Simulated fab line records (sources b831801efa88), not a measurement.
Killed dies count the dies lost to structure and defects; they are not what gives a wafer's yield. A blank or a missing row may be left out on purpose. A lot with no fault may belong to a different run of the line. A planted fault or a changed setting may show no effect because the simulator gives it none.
The tool behind it: which one? :: flow gf180mcu :: 24 lots, 72 wafers sampled, at 2 steps of a route of 602

## WHAT THE GAUGES READ, wafer by wafer
GF_NWELL_TW_MEAS_11.
lot: L074
measured: day 3 07:22
on: film metro-03
NWELL_TW: 1571 1577 1573

lot: L075
measured: day 3 16:14
on: film metro-04
NWELL_TW: 1584 1590 1585

lot: L076
measured: day 3 19:02
on: film metro-03
NWELL_TW: 1577 1582 1585

lot: L077
measured: day 3 23:17
on: film metro-03
NWELL_TW: 1579 1587 1574

lot: L078
measured: day 4 04:42
on: film metro-03
NWELL_TW: 1544 1550 1560

lot: L079
measured: day 4 11:47
on: film metro-02
NWELL_TW: 1605 1601 1595

lot: L080
measured: day 4 16:11
on: film metro-03
NWELL_TW: 1550 1561 1548

lot: L081
measured: day 4 20:56
on: film metro-03
NWELL_TW: 1557 1546 1548

lot: L082
measured: day 5 03:20
on: film metro-04
NWELL_TW: 1582 1591 1594

lot: L083
measured: day 5 10:26
on: film metro-04
NWELL_TW: 1591 1591 1592

lot: L084
measured: day 5 15:44
on: film metro-04
NWELL_TW: 1589 1582 1582

lot: L085
measured: day 5 21:08
on: film metro-04
NWELL_TW: 1587 1584 1578

lot: L086
measured: day 6 00:53
on: film metro-02
NWELL_TW: 1605 1606 1603

lot: L087
measured: day 6 13:37
on: film metro-02
NWELL_TW: 1601 1611 1610

lot: L088
measured: day 6 16:20
on: film metro-03
NWELL_TW: 1551 1546 1550

lot: L089
measured: day 6 19:54
on: film metro-02
NWELL_TW: 1610 1606 1608

lot: L090
measured: day 7 00:50
on: film metro-04
NWELL_TW: 1579 1585 1584

lot: L091
measured: day 7 06:25
on: film metro-02
NWELL_TW: 1592 1596 1595

lot: L092
measured: day 7 12:27
on: film metro-02
NWELL_TW: 1607 1595 1598

lot: L093
measured: day 7 16:46
on: film metro-04
NWELL_TW: 1575 1578 1576

lot: L094
measured: day 8 01:44
on: film metro-04
NWELL_TW: 1588 1593 1590

lot: L095
measured: day 8 04:09
on: film metro-03
NWELL_TW: 1546 1555 1549

lot: L096
measured: day 8 07:18
on: film metro-04
NWELL_TW: 1595 1597 1597

lot: L097
measured: day 8 12:47
on: film metro-02
NWELL_TW: 1596 1600 1589

GF_CONTACT_THK_MEAS_01.
lot: L074
measured: day 14 22:09
on: film metro-02
CONTACT_CVD_00_THK (nm): 292.8 298.3 297.1

lot: L075
measured: day 15 12:39
on: film metro-02
CONTACT_CVD_00_THK (nm): 294.7 296.2 298.3

lot: L076
measured: day 15 19:50
on: film metro-02
CONTACT_CVD_00_THK (nm): 298.5 299.3 300.5

lot: L077
measured: day 16 01:07
on: film metro-04
CONTACT_CVD_00_THK (nm): 297.5 303.7 303.9

lot: L078
measured: day 16 06:19
on: film metro-03
CONTACT_CVD_00_THK (nm): 299.7 300.3 302.3

lot: L079
measured: day 17 02:16
on: film metro-02
CONTACT_CVD_00_THK (nm): 298.4 298.4 298.8

lot: L080
measured: day 17 04:35
on: film metro-04
CONTACT_CVD_00_THK (nm): 300.8 304.6 304.4

lot: L081
measured: day 17 12:35
on: film metro-04
CONTACT_CVD_00_THK (nm): 297.6 299.1 300.0

lot: L082
measured: day 17 23:10
on: film metro-04
CONTACT_CVD_00_THK (nm): 299.0 294.9 295.4

lot: L083
measured: day 18 09:19
on: film metro-04
CONTACT_CVD_00_THK (nm): 298.7 300.1 299.0

lot: L084
measured: day 18 20:16
on: film metro-03
CONTACT_CVD_00_THK (nm): 302.2 302.8 299.7

lot: L085
measured: day 19 05:44
on: film metro-03
CONTACT_CVD_00_THK (nm): 301.9 300.8 301.1

lot: L086
measured: day 19 09:58
on: film metro-02
CONTACT_CVD_00_THK (nm): 302.1 299.5 302.6

lot: L087
measured: day 20 03:07
on: film metro-03
CONTACT_CVD_00_THK (nm): 298.6 301.4 300.7

lot: L088
measured: day 20 13:28
on: film metro-03
CONTACT_CVD_00_THK (nm): 301.7 302.5 299.1

lot: L089
measured: day 20 18:28
on: film metro-03
CONTACT_CVD_00_THK (nm): 301.2 303.5 300.5

lot: L090
measured: day 21 03:23
on: film metro-04
CONTACT_CVD_00_THK (nm): 298.0 294.6 297.5

lot: L091
measured: day 21 11:21
on: film metro-04
CONTACT_CVD_00_THK (nm): 303.6 301.5 297.5

lot: L092
measured: day 22 00:18
on: film metro-03
CONTACT_CVD_00_THK (nm): 294.7 298.6 295.8

lot: L093
measured: day 22 04:40
on: film metro-02
CONTACT_CVD_00_THK (nm): 299.7 297.4 294.1

lot: L094
measured: day 22 15:30
on: film metro-02
CONTACT_CVD_00_THK (nm): 297.4 300.7 300.4

lot: L095
measured: day 22 20:05
on: film metro-03
CONTACT_CVD_00_THK (nm): 296.1 296.7 297.1

lot: L096
measured: day 22 21:32
on: film metro-04
CONTACT_CVD_00_THK (nm): 303.2 301.5 300.2

lot: L097
measured: day 23 06:39
on: film metro-02
CONTACT_CVD_00_THK (nm): 300.2 299.2 299.3

## EACH LOT AND THE TOOL THAT RAN IT (in order: tool; ch and the chambers of the sampled wafers; start)
The record holds no process step before these readings.

## WHAT THE TOOLS THEMSELVES READ (means of the sampled wafers that have a number; where no wafer has one, the mark that the record gives instead)
The record holds no such reading with a usual standard deviation.

## THE ANSWER, worked out from the rows above alone
Rule: what is usual is taken from the lots themselves. The widest of any qualifying gaps counts: lots, ordered by their means at a reading, are off when they make up no more than a third of the lots, leave a main group of 4 or more, and stand apart from it by 3 or more times the standard deviation of that group's means. The tables above print the reading to a certain number of digits; a main group whose means all agree to those digits is not used. Also off: a lot with no number at a reading for which 4 or more lots have one. Any other lot the step has rows for is counted as sound. Order of review: gauges by route order, followed by the tools' own readings, for which a lot's mean as printed above is used. At the first step where some lot is off, the reading lying furthest off is the one used; lots without a number count as furthest.
No lot is off at any reading shown: from this, nothing can be told.

## WHAT THE SIMULATOR HAD PUT IN
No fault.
